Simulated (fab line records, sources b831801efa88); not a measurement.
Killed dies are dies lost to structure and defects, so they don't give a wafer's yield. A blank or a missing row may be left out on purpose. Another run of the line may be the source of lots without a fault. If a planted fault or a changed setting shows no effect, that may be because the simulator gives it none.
Struck lot and sound lot, side by side || flow sky130 || 17 out of 708 route steps
Sound: the wafers L335.2, L335.3, L335.6. Wafers struck: L340.2, L340.4, L340.6. The cause is given at the end.
At each step with rows: each side's tool, then ch and its chambers, then its first start. Under that, the readings that differ: sound wafers || struck wafers || difference of the means || sigmas: that difference in standard deviations of wafers without a fault.
alike: same words and numbers on both sides, and readings whose means sit less than 2 such deviations apart. not compared: any withheld reading, any reading some wafer has no value for, any bound like >300 that may hide the same value, and any number with overlapping values for which the record gives no deviation.
A row with sigmas, a row that says differs or no value, or rows on one side alone: a step with any of these is where the two part. When numbers do not overlap yet have no deviation, they are printed without sigmas and do not part them. A reading that every wafer of one side lacks parts them only if that side has two wafers or more.

SKY_LDD_P_OVL_MEAS_08:
  struck on overlay-01, day 25 22:04; sound on overlay-02, day 23 15:01
  alike: LDD_P_OVL
after that, 1 step had no rows for these wafers: SKY_LDD_P_IMPLANT_09.
SKY_LDD_P_STRIP_10: strips in O2/N2.
  sound on plasma asher-04 ch 0, day 23 15:12; struck on plasma asher-02 ch 0,1, day 25 22:15
  alike: drypump motor current A, n2 flow sccm, oes product au, strip time to endpoint s
  not compared: rf hours counter h
SKY_LDD_P_TW_MEAS_11:
  struck on film metro-04, day 25 22:22; sound on film metro-02, day 23 15:19
  alike: LDD_P_TW
then, 7 steps without rows for these wafers: SKY_LDD_HVN_DEHYDRATE_00 (time 60 s); SKY_LDD_HVN_HMDS_01 (prime time 60 s); SKY_LDD_HVN_COAT_02 (resist thk 300 nm); SKY_LDD_HVN_SOFTBAKE_03 (time 60 s); SKY_LDD_HVN_EXPOSE_04 (exposes mask HVNTM, target cd 700 nm); SKY_LDD_HVN_PEB_05; SKY_LDD_HVN_DEVELOP_06 (develop time 60 s).
SKY_LDD_HVN_OVL_MEAS_07:
  struck on overlay-01, day 27 03:25; sound on overlay-01, day 24 21:08
  alike: LDD_HVN_OVL
SKY_LDD_HVN_IMPLANT_08:
  sound on implanter-03 ch 0, day 24 21:11; struck on implanter-01 ch 0, day 27 03:29
{"reading": "dose ions cm2", "sound": "2.997e+13 2.999e+13 2.996e+13", "struck": "3.398e+13 3.399e+13 3.403e+13", "difference": "+4.027e+12", "sigmas": "+99 or more"}
{"reading": "faraday current uA", "sound": "165 170 169", "struck": "193 189 192", "difference": "+23", "sigmas": "+7"}
SKY_LDD_HVN_STRIP_09: strips in O2/N2.
  sound on plasma asher-02 ch 0,1, day 24 21:19; struck on plasma asher-01 ch 0,1, day 27 03:36
  alike: drypump motor current A, n2 flow sccm, oes product au, strip time to endpoint s
  not compared: rf hours counter h
SKY_LDD_HVN_TW_MEAS_10:
  struck on film metro-02, day 27 03:43; sound on film metro-02, day 24 21:25
{"reading": "LDD_HVN_TW", "sound": "1452 1450 1452", "struck": "1506 1507 1512", "difference": "+57", "sigmas": "+3"}
then, 1 step without rows for these wafers: SKY_LDD_HVP_DEHYDRATE_00 (time 60 s).
-- a jump in the record: the struck wafers' starts before and after are 23 days apart (it breaks off in module LDD_HVP and resumes in module PAD_OPEN, where the first step shown is number 708 of the route) --
SKY_PAD_OPEN_PROBE_99:
  struck on prober-02, day 50 09:57; sound on prober-01, day 48 23:53
{"reading": "model.etest.tip_n_5v.rs ohm sq", "sound": "1377 1375 1366", "struck": "1285 1285 1288", "difference": -87, "sigmas": ""}
  alike: killed_at_M0_to_M3, killed_at_M4_up, killed at contacts, killed at front end, killed at other, killed dies, killed open, killed short

## WHERE THEY PART
First at SKY_LDD_HVN_IMPLANT_08; last, within this record, at SKY_LDD_HVN_TW_MEAS_10. Later steps at which nothing parts them and some readings are alike: SKY_PAD_OPEN_PROBE_99.

WHY: what had been put in by the simulator
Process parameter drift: implanter-01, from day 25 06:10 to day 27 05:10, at SKY_LDD_HVN_IMPLANT_08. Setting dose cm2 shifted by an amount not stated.
